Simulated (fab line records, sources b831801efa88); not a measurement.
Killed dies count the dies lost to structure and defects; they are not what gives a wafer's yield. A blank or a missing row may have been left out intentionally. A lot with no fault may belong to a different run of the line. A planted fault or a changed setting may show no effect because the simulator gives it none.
Matching of chambers	flow gf180mcu	4 sister chambers for GF_STI_CMP_25 on cmp-01
The step polishes, stops on Si3N4, t overpolish 33 s, target thk 524.6 nm. 14 wafers are shown with their chamber, then 7 later ones without.

== WAFERS WITH THEIR CHAMBER ==
wafer	chamber	motorCurrentA (A)	overpolishRunS (s)	timeToEndpointS (s)
L302.3	0	10.9	33.005	129
L302.5	0	11.3	32.996	131
L302.6	3	12.8	32.992	131
L315.1	3	13.5	33.002	119
L315.2	1	11.9	33.010	122
L315.3	2	11.0	33.002	121
L316.2	1	12.1	32.998	125
L316.3	3	12.5	32.992	124
L316.5	1	12.3	33.002	128
L318.2	0	10.9	32.989	123
L318.4	1	11.8	32.998	120
L318.5	3	13.3	32.984	120
L319.2	1	12.1	33.004	126
L319.3	2	11.6	32.999	125

SIGNATURES (averages over the wafers above)
reading	chamber 0	chamber 1	chamber 2	chamber 3	scatter within a chamber
motorCurrentA	11.033	12.040	11.300	13.025	0.327
overpolishRunS	32.99667	33.00240	33.00050	32.99250	0.00629
timeToEndpointS	127.67	124.20	123.00	123.50	4.15
Rule: a wafer's distance from a chamber is the root of the sum, over the readings, of the square of ((its reading less the chamber's mean) divided by the reading's scatter). The wafer belongs to the nearest chamber; if the next one is less than 2 further off, it can't be placed. The scatter: take each reading less its chamber's mean, square it, sum over the shown wafers, divide by the number of wafers less the number of chambers, and take the root.

== WAFERS WITHOUT THEIR CHAMBER ==
wafer	motorCurrentA (A)	overpolishRunS (s)	timeToEndpointS (s)
L319.6	11.6	33.015	128
L321.1	13.0	32.995	129
L321.4	11.1	33.011	123
L321.5	11.0	33.013	126
L322.1	11.1	33.012	118
L322.4	10.9	32.989	122
L322.6	12.6	32.997	121

== WHICH CHAMBER EACH WENT THROUGH ==
wafer	from the rows above	in truth
L319.6	can't be placed: 1 or 2 or 0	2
L321.1	can't be placed: 3 or 1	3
L321.4	can't be placed: 2 or 0 or 1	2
L321.5	can't be placed: 2 or 0 or 1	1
L322.1	can't be placed: 2 or 0 or 1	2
L322.4	can't be placed: 0 or 2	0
L322.6	can't be placed: 3 or 1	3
Placed correctly: 0 of 7. These rows do not allow placing 7 (true chamber among the candidates in 7). 0 placed wrongly.
